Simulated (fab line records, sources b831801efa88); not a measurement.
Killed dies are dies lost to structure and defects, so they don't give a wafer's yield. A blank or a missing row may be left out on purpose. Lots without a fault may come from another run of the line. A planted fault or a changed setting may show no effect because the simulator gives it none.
fab line records | flow sfq_line
record lots=6 wafers=18 last_day=94
route steps=325 shown M3@119
lots that met no fault: from a run of the same line without faults
start_h: hours from the record's first day to the start of the lot's first wafer shown | wait_h: hours since the lot's step before | " the same as in the row above | L1.1+2: a row that stands for several wafers | - no value, or no start given | * or withheld: withheld | < > ~ a bound
route shown NAME@n: a module of which the file shows steps, and the number in the route of the first | usual: mean/standard deviation of fault-free wafers | same: alike in all rows | chamber/n: place in a boat | sites: the reading at each site | _std_site: their standard deviation | _edge_site: outer sites' mean less inner sites' | radius_mm: how far each site lies from the wafer's centre | mask NAME#n: copy n | behind: the tool/chamber that last shaped the wafer | hold: why the lot was held/for how many hours/how that ended | device: the transistor (n, p or np) that didn't switch | end of line: the same wafers' tests at the end of the route | a step without rows: its recipe alone | killed: dies lost to structure and defects at the first sort, not the wafer's yield | map: a wafer's dies, x killed, . not, _ none there
set.NAME: the setting as run; set.NAME@STEP: as run at that earlier step | model.NAME: the simulator's own value behind a step, which no gauge read
lots at some steps of the route; a table a step, a row a wafer
services: from which hour (start_h, from the record's first day; less than 0 if before it) a tool's chamber was out of use, for how many hours, and why
## steps
# step SFQ_TRILAYER_M3_DEP_SPUTTER_073
# recipe material=Nb base_pressure_pa=1.33e-06 chamber_pressure_pa=0.1333 substrate_temp_c=20 resputter_cathode_voltage_v=400 target_thk_nm=200 power_w=2000 time_s=133.3
# usual throttle_valve_pct=29.5/1.1
# columns lot.wafer tool chamber start_h wait_h throttle_valve_pct
L125.2 pvd_sputter-03 - 678.57 0.0 29.1
L125.3 " - " " 31.9
L125.4 " - " " 30.7
L132.1 pvd_sputter-06 - 772.25 0.0 29.2
L132.4 " - " " 30.2
L132.6 " - " " 30.4
L135.3 pvd_sputter-06 - 810.78 0.0 29.2
L135.4 " - " " 29.3
L135.5 " - " " 30.2
L137.1 pvd_sputter-03 - 829.99 0.0 29.4
L137.3 " - " " 30.9
L137.4 " - " " 29.9
L144.1 pvd_sputter-06 - 881.39 0.0 29.4
L144.5 " - " " 29.6
L144.6 " - " " 29.4
L146.1 pvd_sputter-06 - 889.19 0.0 29.9
L146.3 " - " " 29.9
L146.5 " - " " 29.4
# step SFQ_M3_RS_MEAS_919
# recipe thk_meas_gauge=four-point-probe reads=Nb_of_TRILAYER_M3_DEP_SPUTTER_073
# usual M3_NB_RS=0.887/0.012
# columns lot.wafer tool chamber start_h wait_h M3_NB_RS[ohm/sq]
L125.2 film_metro-04 - 678.68 0.1 0.901
L125.3 " - " " 0.889
L125.4 " - " " 0.889
L132.1 film_metro-04 - 772.34 0.0 0.888
L132.4 " - " " 0.877
L132.6 " - " " 0.879
L135.3 film_metro-04 - 810.91 0.1 0.883
L135.4 " - " " 0.884
L135.5 " - " " 0.877
L137.1 film_metro-02 - 830.09 0.0 0.892
L137.3 " - " " 0.886
L137.4 " - " " 0.884
L144.1 film_metro-04 - 881.48 0.0 0.866
L144.5 " - " " 0.878
L144.6 " - " " 0.870
L146.1 film_metro-02 - 889.28 0.0 0.891
L146.3 " - " " 0.881
L146.5 " - " " 0.882
# step SFQ_TRILAYER_M3_LITHO_COAT_080
# recipe resist=BARC spin_rpm=3000 resist_thk_nm=62
# step SFQ_TRILAYER_M3_LITHO_COAT_075
# recipe resist=KrF spin_rpm=3000 resist_thk_nm=600
# step SFQ_TRILAYER_M3_LITHO_SOFTBAKE_079
# recipe temp_c=withheld time_s=withheld resist=KrF
# step SFQ_TRILAYER_M3_LITHO_EXPOSE_076
# recipe mask_id=M3 na=0.6 source_shape=conventional sigma_outer=0.65 target_cd_nm=500 dose_mj=14.4
# step SFQ_TRILAYER_M3_LITHO_PEB_078
# recipe peb_temp_c=115 peb_time_s=60 resist=KrF
# step SFQ_TRILAYER_M3_LITHO_DEVELOP_077
# recipe time_s=60 resist=KrF
# step SFQ_M3_OVL_MEAS_921
# usual M3_OVL=-4/6.4
# columns lot.wafer tool chamber start_h wait_h M3_OVL[nm]
L125.2 overlay-01 - 825.39 0.1 -12
L125.3 " - " " -10
L125.4 " - " " -10
L132.1 overlay-02 - 912.90 0.1 1
L132.4 " - " " 0
L132.6 " - " " -1
L135.3 overlay-02 - 942.84 0.1 -6
L135.4 " - " " -6
L135.5 " - " " -13
L137.1 overlay-01 - 958.43 0.1 -5
L137.3 " - " " -8
L137.4 " - " " -16
L144.1 overlay-01 - 1022.80 0.1 -2
L144.5 " - " " 2
L144.6 " - " " -3
L146.1 overlay-02 - 1036.12 0.1 -7
L146.3 " - " " -6
L146.5 " - " " -12
# step SFQ_TRILAYER_M3_BARC_OPEN_METAL_ETCH_100
# recipe mask_material=PR chemistry=O2 target_depth_nm=125 target=BARC icp_w=600 bias_w=80 pressure_mtorr=10 time_s=41.7
# usual drypump_motor_current_A=5.8/0.46 oes_product_au=0.685/0.0044
# columns lot.wafer tool chamber start_h wait_h drypump_motor_current_A oes_product_au rf_hours_counter_h
L125.2 rie_metal-02 0 825.42 0.0 6.3 0.682 107
L125.3 " 0 " " 6.3 0.690 -
L125.4 " 1 " " 5.9 0.693 -
L132.1 rie_metal-01 0 912.94 0.0 5.0 0.685 27
L132.4 " 1 " " 5.6 0.688 -
L132.6 " 0 " " 5.0 0.678 -
L135.3 rie_metal-02 0 942.88 0.0 6.3 0.686 -
L135.4 " 1 " " 5.9 0.694 -
L135.5 " 1 " " 5.9 0.680 -
L137.1 rie_metal-02 0 958.46 0.0 6.3 0.691 125
L137.3 " 1 " " 5.9 0.684 -
L137.4 " 0 " " 6.3 0.689 -
L144.1 rie_metal-04 0 1022.83 0.0 6.1 0.684 101
L144.5 " 0 " " 6.2 0.684 -
L144.6 " 1 " " 5.7 0.688 -
L146.1 rie_metal-04 1 1036.16 0.0 5.7 0.680 28
L146.3 " 0 " " 6.2 0.687 -
L146.5 " 1 " " 5.7 0.681 -
# step SFQ_TRILAYER_M3_ETCH_METAL_ETCH_078
# recipe target=Nb stop_on=SiO2 mask_material=PR chemistry=Cl2/Ar target_depth_nm=240 icp_w=600 bias_w=80 pressure_mtorr=10 time_s=120
# usual drypump_motor_current_A=5.8/0.46 oes_product_au=0.896/0.0083
# columns lot.wafer tool chamber start_h wait_h drypump_motor_current_A oes_product_au rf_hours_counter_h
L125.2 rie_metal-02 0 825.48 0.0 6.3 0.888 107
L125.3 " 0 " " 6.3 0.897 -
L125.4 " 1 " " 5.9 0.891 -
L132.1 rie_metal-01 0 913.00 0.0 5.0 0.898 27
L132.4 " 1 " " 5.6 0.902 -
L132.6 " 0 " " 5.0 0.895 -
L135.3 rie_metal-02 0 942.96 0.1 6.3 0.902 -
L135.4 " 1 " " 5.9 0.898 -
L135.5 " 1 " " 5.8 0.911 -
L137.1 rie_metal-02 0 958.52 0.0 6.3 0.887 125
L137.3 " 1 " " 5.9 0.901 -
L137.4 " 0 " " 6.3 0.901 -
L144.1 rie_metal-04 0 1022.89 0.0 6.2 0.912 101
L144.5 " 0 " " 6.2 0.898 -
L144.6 " 1 " " 5.7 0.912 -
L146.1 rie_metal-04 1 1036.22 0.0 5.7 0.899 28
L146.3 " 0 " " 6.2 0.900 -
L146.5 " 1 " " 5.7 0.897 -
# step SFQ_TRILAYER_M3_STRIP_STRIP_079
# recipe gas=O2 power_w=200 platen_temp_c=40 overash_fraction=0.65 chemistry=O2 pressure_mtorr=50
# usual drypump_motor_current_A=5.8/0.46 oes_product_au=1.002/0.012 platen_temp_c=40.03/0.13
# columns lot.wafer tool chamber start_h wait_h drypump_motor_current_A oes_product_au platen_temp_c rf_hours_counter_h
L125.2 rie_metal-02 0 825.61 0.1 6.3 0.991 39.77 107
L125.3 " 0 " " 6.3 0.991 40.10 -
L125.4 " 1 " " 5.8 1.008 40.04 -
L132.1 rie_metal-01 0 913.12 0.1 5.0 1.000 39.79 27
L132.4 " 1 " " 5.6 1.010 39.89 -
L132.6 " 0 " " 5.0 1.015 39.94 -
L135.3 rie_metal-02 0 943.25 0.2 6.3 0.990 39.88 -
L135.4 " 1 " " 5.9 0.999 39.38 -
L135.5 " 1 " " 5.9 0.992 39.38 -
L137.1 rie_metal-02 0 958.65 0.1 6.3 0.984 40.02 125
L137.3 " 1 " " 5.8 0.997 39.43 -
L137.4 " 0 " " 6.3 0.987 40.02 -
L144.1 rie_metal-04 0 1023.02 0.1 6.2 1.012 40.17 101
L144.5 " 0 " " 6.2 1.002 40.14 -
L144.6 " 1 " " 5.7 1.029 39.88 -
L146.1 rie_metal-04 1 1036.34 0.1 5.7 1.030 40.04 28
L146.3 " 0 " " 6.2 0.998 39.94 -
L146.5 " 1 " " 5.7 1.026 40.00 -
# step SFQ_TRILAYER_M3_STRIP_SOLV_CLEAN_080
# recipe chemistry=NMP temp_c=70 time_s=600
## services
# columns tool chamber start_h hours kind
rie_metal-04 1 667.82 17.9 repair
pvd_sputter-03 - 689.49 4.9 repair
rie_metal-04 0 716.74 8.8 repair
rie_metal-01 - 749.53 3.8 repair
rie_metal-02 0 778.96 4.1 repair
rie_metal-04 1 806.58 9.1 repair
rie_metal-04 1 815.67 - clean
rie_metal-04 1 815.67 29.0 scheduled_down
rie_metal-04 1 815.67 29.0 vent_cycle
rie_metal-01 - 820.28 2.8 pm
rie_metal-04 - 836.82 0.5 repair
rie_metal-01 0 885.55 20.9 repair
pvd_sputter-06 - 900.24 2.6 repair
rie_metal-04 0 925.95 7.5 repair
pvd_sputter-03 - 955.19 1.2 repair
pvd_sputter-06 - 978.57 61.3 repair
rie_metal-02 1 999.17 - clean
rie_metal-02 1 999.17 21.1 scheduled_down
rie_metal-02 1 999.17 21.1 vent_cycle
## key
first_sign step=SFQ_TRILAYER_M3_STRIP_STRIP_079 reading=platen_temp_c direction=down sigmas=4.9 usual=* struck=*
effect none on later readings
met_at SFQ_TRILAYER_M3_STRIP_STRIP_079
struck_wafers L135.4,L135.5,L137.3
onset_between 825.61 943.25
fault kind=process_parameter_drift tool=rie_metal-02 chamber=1 onset_h=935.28 steps=SFQ_TRILAYER_M3_STRIP_STRIP_079 channel=platen_temp_c offset=* shape=step end_h=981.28 acts_in=* stated=*
